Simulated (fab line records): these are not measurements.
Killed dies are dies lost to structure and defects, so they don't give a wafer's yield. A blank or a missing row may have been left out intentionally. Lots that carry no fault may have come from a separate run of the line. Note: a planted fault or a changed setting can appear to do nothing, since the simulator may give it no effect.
Chamber matching -- flow gf180mcu -- GF_V5_CVD_02 on pecvd-04 has 3 sister chambers
The step deposits SiO2 from TEOS, target thk 1450 nm, time 163.28 s. 3 wafers are shown with their chamber, then 8 later ones without.

## WAFERS WITH THEIR CHAMBER
wafer,chamber,heater power w (W)
L084.1,0,669
L084.2,2,635
L089.1,1,750

## WAFERS MISSING THEIR CHAMBER
wafer,heater power w (W)
L089.2,732
L089.3,646
L093.2,626
L093.4,525
L093.5,805
L092.2,578
L092.4,640
L092.6,608

## WHICH CHAMBER EACH ONE RAN IN
wafer,from the rows above,in truth
L089.2,can't be placed: 1 or 0 or 2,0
L089.3,can't be placed: 2 or 0 or 1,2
L093.2,can't be placed: 2 or 0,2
L093.4,can't be placed: 2 or 0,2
L093.5,can't be placed: 1 or 0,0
L092.2,can't be placed: 2 or 0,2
L092.4,can't be placed: 2 or 0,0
L092.6,can't be placed: 2 or 0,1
0 of 8 placed correctly. From these rows, 8 cannot be placed; in 7 the true chamber is one of the candidates. Wrongly placed: 0.
How it was worked out, from the rows above alone: a wafer's distance from a chamber is the root of the sum, over the readings, of the square of ((its reading less the chamber's mean) divided by the reading's scatter). The wafer belongs to the nearest chamber; if the next one is less than 2 further off, it can't be placed. A chamber's mean is the mean of its shown wafers. The scatter (one wafer shown for each chamber): square how far every hidden wafer sits from the nearest shown wafer, average those squares and take the square root.
